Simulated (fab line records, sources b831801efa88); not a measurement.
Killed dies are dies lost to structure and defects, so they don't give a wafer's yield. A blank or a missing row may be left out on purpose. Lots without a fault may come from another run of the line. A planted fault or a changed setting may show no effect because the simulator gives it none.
A struck lot beside a sound one | flow sky130 | 18 steps out of a route of 708
Sound: wafers L870.1, L870.4, L870.6. Struck: wafers L880.3, L880.4, L880.6. The cause comes at the end.
At each step with rows: each side's tool, then ch and its chambers, then its first start. Under that, the readings that differ: sound wafers | struck wafers | difference of the means | sigmas: that difference in standard deviations of wafers without a fault.
alike: readings whose means differ by less than 2 such deviations, and words and numbers that are the same on both sides. not compared: withheld readings, readings that some wafer has no value for, bounds like >300 that may hide the same value, and numbers for which the record gives no deviation and whose values overlap.
The two part at a step that has a row with sigmas, a row that says differs or no value, or rows on one side only. Numbers that don't overlap but have no deviation are shown without sigmas and don't part them. A reading that every wafer of one side lacks parts them only if that side has two wafers or more.

first, 5 steps without rows for these wafers: SKY_VT_ADJUST_PCH_COAT_02 (resist thk 3000 nm); SKY_VT_ADJUST_PCH_SOFTBAKE_03; SKY_VT_ADJUST_PCH_EXPOSE_04 (exposes mask NWM, target cd 840 nm); SKY_VT_ADJUST_PCH_PEB_05; SKY_VT_ADJUST_PCH_DEVELOP_06 (develop time 60 s).
SKY_VT_ADJUST_PCH_OVL_MEAS_07:
  sound on overlay-02, day 11 04:31; struck on overlay-02, day 14 06:29
  alike: VT_ADJUST_PCH_OVL
then, 1 step without rows for these wafers: SKY_VT_ADJUST_PCH_IMPLANT_08.
SKY_VT_ADJUST_PCH_STRIP_09: strips in O2/N2.
  sound on plasma_asher-03 ch 0,1, day 11 04:42; struck on plasma_asher-01 ch 0,1, day 14 06:41
  alike: drypump_motor_current_A, o2_flow_sccm, oes_product_au, strip_time_to_endpoint_s
  not compared: rf_hours_counter_h
SKY_VT_ADJUST_PCH_TW_MEAS_10:
  sound on film_metro-02, day 11 04:48; struck on film_metro-02, day 14 06:46
  alike: VT_ADJUST_PCH_TW
then, 3 steps without rows for these wafers: SKY_SONOS_TUNNEL_DEHYDRATE_00 (time 60 s); SKY_SONOS_TUNNEL_HMDS_01 (prime time 60 s); SKY_SONOS_TUNNEL_COAT_02 (resist thk 1140 nm).
SKY_SONOS_TUNNEL_SOFTBAKE_03: time 60 s.
  sound on litho_track-01 ch 0, day 11 16:59; struck on litho_track-02 ch 0, day 14 19:11
  reading                  | sound             | struck            | difference | sigmas
  heater_power_total_W (W) | 56.53 56.54 56.61 | 54.67 54.70 54.56 | -1.92      | -44
  plate_temp_C (C)         | 89.65 89.68 89.92 | 87.82 87.69 88.07 | -1.89      | -13
then, 2 steps without rows for these wafers: SKY_SONOS_TUNNEL_EXPOSE_04 (exposes mask TUNM, target cd 410 nm); SKY_SONOS_TUNNEL_PEB_05.
SKY_SONOS_TUNNEL_DEVELOP_06: develop time 60 s.
  sound on litho_track-01 ch 0, day 12 05:08; struck on litho_track-01 ch 0, day 15 08:59
  reading                                           | sound          | struck         | difference | sigmas
  model.NOVOLAK_of_SONOS_TUNNEL_COAT_02.thk_nm (nm) | 1139 1138 1139 | 1154 1151 1152 | +14        |
  alike: developer_temp_C
SKY_SONOS_TUNNEL_CD_MEAS_07: target cd 410 nm.
  sound on cd_sem-01, day 12 05:17; struck on cd_sem-02, day 15 09:08
  reading    | sound             | struck            | difference | sigmas
  cd_nm (nm) | 411.1 411.6 411.2 | 403.4 404.4 405.7 | -6.8       | -3
-- the record jumps here: 34 days lie between the struck wafers' starts before and after (it left off in module SONOS_TUNNEL and takes up again in module PAD_OPEN, whose first step shown is number 708 of the route) --
SKY_PAD_OPEN_PROBE_99:
  sound on prober-01, day 46 18:14; struck on prober-02, day 49 03:40
  alike: killed_at_M0_to_M3, killed_at_M4_up, killed_at_contacts, killed_at_front_end, killed_at_other, killed_dies, killed_on_rim, killed_open, killed_short

WHERE THEY PART
First at SKY_SONOS_TUNNEL_SOFTBAKE_03; last, within this record, at SKY_SONOS_TUNNEL_CD_MEAS_07. Later steps at which nothing parts them and some readings are alike: SKY_PAD_OPEN_PROBE_99.

WHY: what the simulator had put in
Process parameter drift: litho_track-02, from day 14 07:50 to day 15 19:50, at SKY_SONOS_TUNNEL_SOFTBAKE_03. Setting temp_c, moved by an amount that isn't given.
